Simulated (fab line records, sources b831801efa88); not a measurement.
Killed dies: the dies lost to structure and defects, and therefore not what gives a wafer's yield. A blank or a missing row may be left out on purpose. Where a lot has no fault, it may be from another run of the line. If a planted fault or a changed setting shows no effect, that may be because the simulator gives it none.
8D (eight disciplines) problem report, filled in by code :: flow gf180mcu :: the parts of the form that need people (team, actions taken, sign-off) are left out

== 1. PROBLEM STATEMENT ==
At GF_VT_IMPLANT_EXPOSE_37, exposureDoseMJCm2 averages 154.62 over 6 wafers from 2 lots, while fault-free wafers read 140.00, standard deviation 0.13. So: +99 or more standard deviations from the usual mean.
The step: exposes mask Nwell HV AREA, target cd 860 nm.
Seen first at day 10 18:31 on ilineStepper-01, wafer L185.1. The record holds 39 wafers of 13 lots with a number at this step. Rule for "out", or "out of limits": more than 4 standard deviations from the usual mean. The rest of the wafers with a number are treated as sound.

== 2. WHAT IT IS AND WHAT IT IS NOT ==
question: which readings at this step
is: exposureDoseMJCm2
is not: reticleTempC

question: which lots
is: L185, L188
is not: L172, L173, L174, L176, L177, L178, L179, L189, L192, L193, L194

question: which wafers of those lots
is: all that have a number
is not: -

question: read on which tools
is: ilineStepper-01
is not: ilineStepper-02

question: when
is: from day 10 18:31
is not: up to then (21 sound wafers); but 12 sound wafers of L189, L192, L193, L194 came after

== 3. WHAT RULES OUT EACH SUSPECT ==
Counting: any tool at a process step up to the reading is kept as a suspect provided that every lot that is out went through it and no sound lot did after the first of them.
- ilineStepper-01 at GF_VT_IMPLANT_EXPOSE_37 (exposes mask Nwell HV AREA, target cd 860 nm): kept. It processed each lot that is out, first L185 at day 10 18:31, and no sound lot thereafter; up to then, the last sound lot it processed was L178 at day 8 20:11. Its own exposureDoseMJCm2 readings are out on those wafers.
The count leaves ilineStepper-01 at GF_VT_IMPLANT_EXPOSE_37.

== 4. THE CAUSE (what the simulator had put in) ==
Process parameters drifting: ilineStepper-01 at GF_VT_IMPLANT_EXPOSE_37, beginning at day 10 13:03. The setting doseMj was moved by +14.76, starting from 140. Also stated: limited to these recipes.
Only this tool survived the counting.

== 5. THE EFFECT CHAIN, in route order ==
Rows list readings where the struck wafers' mean (over those with a number) sits beyond 3 standard deviations from the usual. Readings are gone through only where the record gives a usual standard deviation; hours: the median, over the lots, of the time from a lot's start at the first step in this table giving one to that lot's start at this step; sigmas: the change measured in usual standard deviations.
hours: 0
step: GF_VT_IMPLANT_EXPOSE_37
reading: exposureDoseMJCm2
usual: 140.00
on struck wafers: 154.62
change: +14.62
sigmas: +99 or more
The process steps in it:
- GF_VT_IMPLANT_EXPOSE_37: exposes mask Nwell HV AREA, target cd 860 nm.
At these later measuring or inspecting steps, every struck wafer for which the step has a row has a number for every such reading, and none has moved that far: GF_VT_IMPLANT_OVL_MEAS_40.

== 6. WHAT WOULD HAVE CAUGHT IT SOONER ==
The fault began at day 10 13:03; the first out-of-limits reading in this record came at day 10 18:31, 5 hours later.
